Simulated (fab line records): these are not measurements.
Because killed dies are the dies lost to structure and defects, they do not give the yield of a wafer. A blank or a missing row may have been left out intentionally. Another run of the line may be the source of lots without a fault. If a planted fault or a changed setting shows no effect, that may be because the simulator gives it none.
fab line records ; flow sky130
[record] lots = 11; wafers = 33; lastDay = 51
route steps=708 shown SONOS_TUNNEL@166 LDD_N@244 SPACER@304 POLY_CUT@317
lots with no fault: from the same line, run without faults
startH: start of the lot's first displayed wafer, in hours after the record's first day ; waitH: hours elapsed since this lot's preceding step ; " unchanged from the row above ; L1.1+2: a single row standing in for several wafers ; - no value, or no start given ; * or withheld: withheld ; < > ~ a bound
route shown NAME@n: NAME is a module with steps in the file, n the number in the route of the first one ; usual: the fault-free wafers' mean and standard deviation ; same: alike in all rows ; chamber/n: place in a boat ; sites: readings site by site ; _std_site: standard deviation across them ; _edge_site: outer sites' mean less inner sites' ; radiusMm: for every site, how far away it sits from the centre of the wafer ; mask NAME#n: copy n ; behind: tool/chamber where the wafer was last shaped ; hold: why the lot was held/for how many hours/how that ended ; device: names the non-switching transistor (n, p or np) ; end of line: the route-end tests of the same wafers ; a step with no rows: only its recipe ; killed: at the first sort, the dies lost to defects and structure; wafer yield is something else ; map: dies across one wafer; x = killed, . = not, _ = none there
set.NAME: the setting that was run; set.NAME@STEP: the one run at that earlier step ; model.NAME: the simulator's own value behind a step, which no gauge read
the route's steps for a sample of lots (tables are steps, rows are wafers)
services: the hour from which a tool's chamber was out of use, counted from the record's first day as startH (under 0 if before that day), plus the number of hours and why
[[steps]]
[step SKY_SONOS_TUNNEL_TW_MEAS_12]
[usual] SONOS_TUNNEL_TW = 197.8/2.1
lot.wafer;tool;chamber;startH;waitH;SONOS_TUNNEL_TW
L890.1;filmMetro-04;-;276.89;0.0;198.0
L890.4;filmMetro-04;-;276.89;0.0;198.9
L890.5;filmMetro-04;-;276.89;0.0;200.0
L893.1;filmMetro-01;-;287.73;0.0;195.8
L893.2;filmMetro-01;-;287.73;0.0;195.0
L893.3;filmMetro-01;-;287.73;0.0;195.5
L894.1;filmMetro-04;-;306.09;0.0;199.4
L894.2;filmMetro-04;-;306.09;0.0;197.3
L894.6;filmMetro-04;-;306.09;0.0;199.0
L895.2;filmMetro-02;-;307.70;0.1;198.4
L895.5;filmMetro-02;-;307.70;0.1;199.4
L895.6;filmMetro-02;-;307.70;0.1;197.9
L902.1;filmMetro-01;-;358.25;0.0;193.8
L902.4;filmMetro-01;-;358.25;0.0;194.4
L902.5;filmMetro-01;-;358.25;0.0;192.7
L904.3;filmMetro-02;-;388.19;0.0;198.4
L904.5;filmMetro-02;-;388.19;0.0;198.7
L904.6;filmMetro-02;-;388.19;0.0;199.3
L906.1;filmMetro-02;-;400.97;0.0;198.5
L906.2;filmMetro-02;-;400.97;0.0;199.1
L906.3;filmMetro-02;-;400.97;0.0;199.1
L908.1;filmMetro-02;-;410.28;0.0;199.8
L908.3;filmMetro-02;-;410.28;0.0;198.9
L908.4;filmMetro-02;-;410.28;0.0;198.7
L909.2;filmMetro-04;-;415.87;0.0;198.7
L909.4;filmMetro-04;-;415.87;0.0;197.5
L909.6;filmMetro-04;-;415.87;0.0;199.0
L910.1;filmMetro-02;-;428.03;0.0;197.4
L910.2;filmMetro-02;-;428.03;0.0;199.3
L910.5;filmMetro-02;-;428.03;0.0;198.8
L911.4;filmMetro-02;-;440.81;0.0;198.1
L911.5;filmMetro-02;-;440.81;0.0;199.3
L911.6;filmMetro-02;-;440.81;0.0;199.8
[step SKY_LDD_N_OVL_MEAS_07]
[usual] LDD_N_OVL = 1.1/1.4
lot.wafer;tool;chamber;startH;waitH;LDD_N_OVL[nm]
L890.1;overlay-02;-;433.80;0.1;0.7
L890.4;overlay-02;-;433.80;0.1;0.8
L890.5;overlay-02;-;433.80;0.1;-1.0
L893.1;overlay-02;-;445.65;0.1;1.3
L893.2;overlay-02;-;445.65;0.1;0.4
L893.3;overlay-02;-;445.65;0.1;-0.8
L894.1;overlay-02;-;469.31;0.1;2.1
L894.2;overlay-02;-;469.31;0.1;2.0
L894.6;overlay-02;-;469.31;0.1;2.9
L895.2;overlay-02;-;472.14;0.1;0.5
L895.5;overlay-02;-;472.14;0.1;3.0
L895.6;overlay-02;-;472.14;0.1;-0.3
L902.1;overlay-02;-;541.30;0.1;0.6
L902.4;overlay-02;-;541.30;0.1;1.1
L902.5;overlay-02;-;541.30;0.1;0.3
L904.3;overlay-01;-;552.81;0.1;1.5
L904.5;overlay-01;-;552.81;0.1;3.7
L904.6;overlay-01;-;552.81;0.1;2.3
L906.1;overlay-01;-;567.34;0.1;-1.5
L906.2;overlay-01;-;567.34;0.1;0.4
L906.3;overlay-01;-;567.34;0.1;-1.2
L910.1;overlay-01;-;600.80;0.1;3.0
L910.2;overlay-01;-;600.80;0.1;2.1
L910.5;overlay-01;-;600.80;0.1;3.5
L909.2;overlay-01;-;601.79;0.1;2.5
L909.4;overlay-01;-;601.79;0.1;2.3
L909.6;overlay-01;-;601.79;0.1;1.5
L908.1;overlay-01;-;601.82;0.1;2.4
L908.3;overlay-01;-;601.82;0.1;1.6
L908.4;overlay-01;-;601.82;0.1;1.4
L911.4;overlay-01;-;608.01;0.1;3.4
L911.5;overlay-01;-;608.01;0.1;3.1
L911.6;overlay-01;-;608.01;0.1;2.7
[step SKY_SPACER_CVD_00]
[recipe] material = Si3N4; precursor = DCS/NH3; targetThkNm = 43.1; tempC = 770; timeS = 740; pressureMtorr = 250
[usual] zonePowerUpperPct = 13.4/0.55
lot.wafer;tool;chamber;startH;waitH;zonePowerUpperPct
L890.1;lpcvd-02;0;556.46;0.0;13.0
L890.4;lpcvd-02;0;556.46;0.0;12.6
L890.5;lpcvd-02;0;556.46;0.0;12.8
L893.1;lpcvd-02;1;570.66;1.5;14.0
L893.2;lpcvd-02;1;570.66;1.5;13.9
L893.3;lpcvd-02;1;570.66;1.5;13.9
L894.1;lpcvd-02;1;591.73;0.0;13.6
L894.2;lpcvd-02;1;591.73;0.0;13.9
L894.6;lpcvd-02;1;591.73;0.0;14.1
L895.2;lpcvd-02;1;595.64;0.0;13.9
L895.5;lpcvd-02;1;595.64;0.0;13.8
L895.6;lpcvd-02;1;595.64;0.0;13.7
L902.1;lpcvd-02;1;662.86;0.0;14.0
L902.4;lpcvd-02;1;662.86;0.0;13.9
L902.5;lpcvd-02;1;662.86;0.0;13.6
L904.3;lpcvd-02;1;674.23;1.9;13.6
L904.5;lpcvd-02;1;674.23;1.9;13.9
L904.6;lpcvd-02;1;674.23;1.9;14.1
L906.1;lpcvd-02;1;692.13;6.1;13.7
L906.2;lpcvd-02;1;692.13;6.1;13.8
L906.3;lpcvd-02;1;692.13;6.1;13.6
L910.1;lpcvd-02;1;719.20;0.9;13.8
L910.2;lpcvd-02;1;719.20;0.9;13.9
L910.5;lpcvd-02;1;719.20;0.9;13.7
L909.2;lpcvd-02;1;720.40;0.1;13.6
L909.4;lpcvd-02;1;720.40;0.1;13.7
L909.6;lpcvd-02;1;720.40;0.1;13.7
L908.1;lpcvd-02;0;721.61;1.0;12.9
L908.3;lpcvd-02;0;721.61;1.0;13.0
L908.4;lpcvd-02;0;721.61;1.0;12.7
L911.4;lpcvd-02;1;725.22;0.7;13.9
L911.5;lpcvd-02;1;725.22;0.7;14.1
L911.6;lpcvd-02;1;725.22;0.7;13.9
[step SKY_SPACER_THK_MEAS_01]
[recipe] reads = Si3N4_of_SPACER_CVD_00
[usual] SPACER_CVD_00_THK = 43.4/0.38
lot.wafer;tool;chamber;startH;waitH;SPACER_CVD_00_THK[nm]
L890.1;filmMetro-03;-;558.27;0.0;43.6
L890.4;filmMetro-03;-;558.27;0.0;43.6
L890.5;filmMetro-03;-;558.27;0.0;43.4
L893.1;filmMetro-04;-;572.47;0.0;42.6
L893.2;filmMetro-04;-;572.47;0.0;43.0
L893.3;filmMetro-04;-;572.47;0.0;42.8
L894.1;filmMetro-01;-;593.54;0.0;50.1
L894.2;filmMetro-01;-;593.54;0.0;49.8
L894.6;filmMetro-01;-;593.54;0.0;49.9
L895.2;filmMetro-03;-;596.85;0.0;49.7
L895.5;filmMetro-03;-;596.85;0.0;49.8
L895.6;filmMetro-03;-;596.85;0.0;49.6
L902.1;filmMetro-04;-;664.06;0.0;43.3
L902.4;filmMetro-04;-;664.06;0.0;43.5
L902.5;filmMetro-04;-;664.06;0.0;43.3
L904.3;filmMetro-01;-;675.45;0.0;43.3
L904.5;filmMetro-01;-;675.45;0.0;43.3
L904.6;filmMetro-01;-;675.45;0.0;43.5
L906.1;filmMetro-04;-;693.34;0.0;43.5
L906.2;filmMetro-04;-;693.34;0.0;43.3
L906.3;filmMetro-04;-;693.34;0.0;43.2
L910.1;filmMetro-03;-;720.40;0.0;43.3
L910.2;filmMetro-03;-;720.40;0.0;43.4
L910.5;filmMetro-03;-;720.40;0.0;43.1
L909.2;filmMetro-03;-;721.62;0.0;43.1
L909.4;filmMetro-03;-;721.62;0.0;43.6
L909.6;filmMetro-03;-;721.62;0.0;43.2
L908.1;filmMetro-04;-;722.81;0.0;43.4
L908.3;filmMetro-04;-;722.81;0.0;43.0
L908.4;filmMetro-04;-;722.81;0.0;43.7
L911.4;filmMetro-03;-;726.46;0.0;42.6
L911.5;filmMetro-03;-;726.46;0.0;42.7
L911.6;filmMetro-03;-;726.46;0.0;42.4
[step SKY_SPACER_ETCHBACK_02]
[recipe] chemistry = CH3F/O2; target = Si3N4; stopOn = SiO2; sourceW = 400; biasW = 80; pressureMtorr = 25; ch3fFlowSccm = 40; O2_flow_sccm = 30; timeS = 46.7; targetDepthA = 450
[usual] drypumpMotorCurrentA = 5.8/0.41; oesProductAu = 0.857/0.006; throttleValvePct = 10.563/0.0089
lot.wafer;tool;chamber;startH;waitH;drypumpMotorCurrentA;oesProductAu;rfHoursCounterH;throttleValvePct
L890.1;rieDiel-04;1;558.33;0.1;5.2;0.861;2;10.565
L890.4;rieDiel-04;2;558.33;0.1;5.7;0.863;50;10.574
L890.5;rieDiel-04;0;558.33;0.1;5.7;0.852;-;10.550
L893.1;rieDiel-04;2;572.53;0.1;5.7;0.850;50;10.540
L893.2;rieDiel-04;1;572.53;0.1;5.2;0.852;2;10.556
L893.3;rieDiel-04;3;572.53;0.1;6.3;0.850;4;10.559
L894.1;rieDiel-03;1;593.60;0.1;5.5;0.940;5;10.573
L894.2;rieDiel-03;2;593.60;0.1;6.4;0.924;19;10.563
L894.6;rieDiel-03;1;593.60;0.1;5.5;0.931;-;10.578
L895.2;rieDiel-03;1;596.90;0.0;5.5;0.926;5;10.578
L895.5;rieDiel-03;1;596.90;0.0;5.5;0.929;-;10.572
L895.6;rieDiel-03;2;596.90;0.0;6.4;0.928;-;10.557
L902.1;rieDiel-04;3;664.12;0.1;6.3;0.852;6;10.570
L902.4;rieDiel-04;0;664.12;0.1;5.7;0.859;39;10.561
L902.5;rieDiel-04;2;664.12;0.1;5.7;0.858;-;10.567
L904.3;rieDiel-04;0;675.49;0.0;5.7;0.859;39;10.553
L904.5;rieDiel-04;0;675.49;0.0;5.7;0.850;-;10.571
L904.6;rieDiel-04;1;675.49;0.0;5.2;0.865;-;10.566
L906.1;rieDiel-04;3;693.40;0.1;6.3;0.858;6;10.574
L906.2;rieDiel-04;1;693.40;0.1;5.2;0.856;4;10.549
L906.3;rieDiel-04;0;693.40;0.1;5.7;0.860;40;10.574
L910.1;rieDiel-01;2;720.46;0.1;6.5;0.855;29;10.572
L910.2;rieDiel-01;3;720.46;0.1;5.5;0.853;31;10.561
L910.5;rieDiel-01;3;720.46;0.1;5.5;0.853;-;10.562
L909.2;rieDiel-01;1;721.67;0.0;5.1;0.851;9;10.568
L909.4;rieDiel-01;2;721.67;0.0;6.4;0.857;29;10.568
L909.6;rieDiel-01;1;721.67;0.0;5.1;0.854;-;10.569
L908.1;rieDiel-01;3;722.87;0.1;5.5;0.859;31;10.568
L908.3;rieDiel-01;2;722.87;0.1;6.4;0.857;29;10.568
L908.4;rieDiel-01;0;722.87;0.1;6.0;0.857;7;10.570
L911.4;rieDiel-04;3;726.49;0.0;6.2;0.844;7;10.562
L911.5;rieDiel-04;1;726.49;0.0;5.2;0.850;-;10.555
L911.6;rieDiel-04;2;726.49;0.0;5.7;0.854;-;10.557
[step SKY_POLY_CUT_ETCH_10]
[recipe] chemistry = N2/H2; target = BARC; ionEnergyEv = 200; sourceW = 500; biasW = 100; pressureMtorr = 30; n2FlowSccm = 100; h2FlowSccm = 200; stopOn = SiO2; timeS = 45.9; targetDepthA = 600
[usual] drypumpMotorCurrentA = 5.7/0.41; oesProductAu = 0.856/0.0047; throttleValvePct = 13.224/0.0095
lot.wafer;tool;chamber;startH;waitH;drypumpMotorCurrentA;oesProductAu;rfHoursCounterH;throttleValvePct
L890.1;rieDiel-03;3;588.55;0.0;5.8;0.860;73;13.225
L890.4;rieDiel-03;2;588.55;0.0;6.4;0.856;19;13.214
L890.5;rieDiel-03;0;588.55;0.0;5.7;0.851;-;13.225
L893.1;rieDiel-04;0;602.20;0.0;5.7;0.854;39;13.216
L893.2;rieDiel-04;2;602.20;0.0;5.7;0.857;51;13.211
L893.3;rieDiel-04;1;602.20;0.0;5.2;0.861;3;13.229
L894.1;rieDiel-02;3;623.69;0.0;5.8;0.863;18;13.223
L894.2;rieDiel-02;1;623.69;0.0;5.5;0.855;5;13.224
L894.6;rieDiel-02;3;623.69;0.0;5.8;0.854;-;13.221
L895.2;rieDiel-02;3;627.13;0.0;5.8;0.847;19;13.195
L895.5;rieDiel-02;2;627.13;0.0;4.9;0.863;-;13.216
L895.6;rieDiel-02;1;627.13;0.0;5.5;0.853;-;13.238
L902.1;rieDiel-03;2;692.59;0.0;6.4;0.853;22;13.242
L902.4;rieDiel-03;3;692.59;0.0;5.8;0.856;2;13.233
L902.5;rieDiel-03;2;692.59;0.0;6.4;0.852;-;13.203
L904.3;rieDiel-02;3;703.23;0.0;5.8;0.853;20;13.220
L904.5;rieDiel-02;3;703.23;0.0;5.8;0.866;-;13.226
L904.6;rieDiel-02;0;703.23;0.0;5.3;0.857;-;13.221
L906.1;rieDiel-04;1;721.65;0.0;5.2;0.862;5;13.234
L906.2;rieDiel-04;3;721.65;0.0;6.2;0.863;7;13.219
L906.3;rieDiel-04;0;721.65;0.0;5.7;0.865;41;13.222
L910.1;rieDiel-03;3;748.50;0.0;5.8;0.862;4;13.230
L910.2;rieDiel-03;0;748.50;0.0;5.7;0.852;22;13.229
L910.5;rieDiel-03;2;748.50;0.0;6.4;0.865;-;13.231
L909.2;rieDiel-02;2;749.95;0.0;4.9;0.857;11;13.230
L909.4;rieDiel-02;1;749.95;0.0;5.5;0.857;8;13.209
L909.6;rieDiel-02;3;749.95;0.0;5.8;0.850;-;13.222
L908.1;rieDiel-03;0;750.90;0.0;5.7;0.849;22;13.236
L908.3;rieDiel-03;2;750.90;0.0;6.4;0.858;24;13.236
L908.4;rieDiel-03;3;750.90;0.0;5.8;0.859;4;13.237
L911.4;rieDiel-03;1;755.30;0.0;5.5;0.862;10;13.215
L911.5;rieDiel-03;0;755.30;0.0;5.7;0.858;-;13.231
L911.6;rieDiel-03;1;755.30;0.0;5.5;0.852;-;13.234
[[services]]
tool;chamber;startH;hours;kind
rieDiel-04;0;539.14;10.6;repair
rieDiel-01;1;549.28;2.5;repair
rieDiel-02;0;553.73;8.5;repair
rieDiel-04;2;578.71;6.9;repair
rieDiel-03;-;589.21;0.3;repair
rieDiel-03;3;591.60;6.1;repair
rieDiel-02;-;594.75;12.4;repair
rieDiel-03;2;600.10;3.2;repair
rieDiel-03;3;610.88;-;clean
rieDiel-03;3;610.88;14.9;scheduledDown
rieDiel-03;3;610.88;14.9;ventCycle
rieDiel-02;0;621.62;-;clean
rieDiel-04;0;656.28;6.3;repair
rieDiel-04;2;671.68;3.4;repair
lpcvd-02;-;676.48;14.6;pm
rieDiel-02;1;684.31;14.2;repair
rieDiel-04;2;690.74;-;clean
rieDiel-04;2;690.74;19.0;scheduledDown
rieDiel-04;2;690.74;19.0;ventCycle
rieDiel-03;-;695.77;0.4;repair
rieDiel-02;0;700.05;1.7;repair
rieDiel-04;-;712.04;0.5;repair
rieDiel-02;-;712.89;1.4;repair
rieDiel-04;2;746.10;5.6;repair
[[key]]
[firstSign] step = SKY_SPACER_THK_MEAS_01; reading = SPACER_CVD_00_THK; direction = up; sigmas = 17; usual = 43.4; struck = 49.8
[effect] step = SKY_SPACER_ETCHBACK_02; reading = oesProductAu; direction = up; sigmas = 12; usual = 0.857; struck = 0.930
metAt SKY_SPACER_CVD_00
struckLots L894,L895
testerLeftOut L894,L895
notActingAt SKY_SONOS_TUNNEL_TW_MEAS_12,SKY_LDD_N_OVL_MEAS_07,SKY_POLY_CUT_ETCH_10
onsetBetween 570.66 591.73
[fault] kind = processParameterDrift; tool = lpcvd-02; chamber = -; onsetH = 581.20; steps = SKY_SPACER_CVD_00; channel = targetThkNm; offset = 5.8754; shape = step; endH = 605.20; actsIn = theseRecipesOnly; stated = 43.1
// testerLeftOut: of these lots the tester's yield and bins aren't shown, on N5 and GAA mostly nor the transistor test; their killed dies are dies lost to structure and defects alone, not to doping, threshold or leakage, so they don't give the yield
